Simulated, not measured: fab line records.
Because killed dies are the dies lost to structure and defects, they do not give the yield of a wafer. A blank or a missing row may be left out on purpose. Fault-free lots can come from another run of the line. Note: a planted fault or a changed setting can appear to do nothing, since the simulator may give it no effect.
Chamber matching | flow sky130 | SKY_VIA3_ETCH_14 on rie_diel-01 has 4 sister chambers
The step etches BARC in N2/H2, stops on SiO2, time 45.9 s, target depth 60 nm. 20 wafers are shown with their chamber, then 10 later ones without.

EACH WAFER AND ITS CHAMBER
wafer  | chamber | drypump_motor_current_A (A) | oes_product_au (a.u.) | throttle_valve_pct (%)
L082.2 | 1       | 5.3                         | 0.854                 | 13.244
L082.5 | 2       | 5.1                         | 0.854                 | 13.221
L082.6 | 1       | 5.3                         | 0.847                 | 13.220
L083.2 | 1       | 5.3                         | 0.849                 | 13.231
L083.4 | 0       | 5.2                         | 0.853                 | 13.208
L083.6 | 1       | 5.2                         | 0.850                 | 13.239
L084.2 | 3       | 6.0                         | 0.855                 | 13.232
L084.4 | 1       | 5.3                         | 0.855                 | 13.231
L084.6 | 0       | 5.2                         | 0.854                 | 13.213
L086.1 | 3       | 6.0                         | 0.854                 | 13.227
L086.4 | 1       | 5.2                         | 0.847                 | 13.228
L086.5 | 1       | 5.3                         | 0.853                 | 13.218
L090.1 | 0       | 5.2                         | 0.862                 | 13.224
L090.3 | 2       | 5.1                         | 0.861                 | 13.225
L090.5 | 2       | 5.1                         | 0.853                 | 13.216
L091.2 | 1       | 5.3                         | 0.853                 | 13.236
L091.3 | 3       | 6.0                         | 0.855                 | 13.225
L091.4 | 2       | 5.1                         | 0.853                 | 13.236
L092.3 | 0       | 5.2                         | 0.854                 | 13.230
L092.5 | 3       | 5.9                         | 0.859                 | 13.226

SIGNATURES, as means of the wafers listed above
reading                 | chamber 0 | chamber 1 | chamber 2 | chamber 3 | scatter within a chamber
drypump_motor_current_A | 5.200     | 5.275     | 5.100     | 5.975     | 0.0375
oes_product_au          | 0.85575   | 0.85100   | 0.85525   | 0.85575   | 0.00338
throttle_valve_pct      | 13.21875  | 13.23088  | 13.22450  | 13.22750  | 0.00831
Rule: for a wafer and a chamber, the distance is found by dividing, reading by reading, the gap between the wafer's reading and the chamber's mean by the reading's scatter, squaring, summing and taking the root. The wafer belongs to the nearest chamber; if the next one is less than 2 further off, it can't be placed. How the scatter is found: for the shown wafers, subtract from each reading the mean of its chamber, square and add these, divide the total by (wafers less chambers), then take the root.

WAFERS WITHOUT THEIR CHAMBER
wafer  | drypump_motor_current_A (A) | oes_product_au (a.u.) | throttle_valve_pct (%)
L092.6 | 5.1                         | 0.860                 | 13.222
L093.3 | 5.2                         | 0.863                 | 13.230
L093.4 | 5.2                         | 0.861                 | 13.228
L093.5 | 5.2                         | 0.855                 | 13.217
L094.1 | 5.2                         | 0.858                 | 13.221
L094.2 | 5.1                         | 0.857                 | 13.219
L094.4 | 5.2                         | 0.850                 | 13.225
L097.1 | 5.2                         | 0.859                 | 13.220
L097.2 | 6.0                         | 0.859                 | 13.236
L097.4 | 5.2                         | 0.849                 | 13.225

THE CHAMBER EACH PASSED THROUGH
wafer  | from the rows above          | in truth
L092.6 | can't be placed: 2 or 0      | 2
L093.3 | can't be placed: 0 or 2 or 1 | 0
L093.4 | can't be placed: 0 or 2 or 1 | 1
L093.5 | 0                            | 0
L094.1 | 0                            | 0
L094.2 | can't be placed: 2 or 0      | 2
L094.4 | can't be placed: 0 or 1 or 2 | 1
L097.1 | can't be placed: 0 or 2      | 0
L097.2 | 3                            | 3
L097.4 | can't be placed: 0 or 1 or 2 | 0
Placed correctly: 3 of 10. From these rows, 7 cannot be placed; in 7 the true chamber is one of the candidates. 0 placed wrongly.
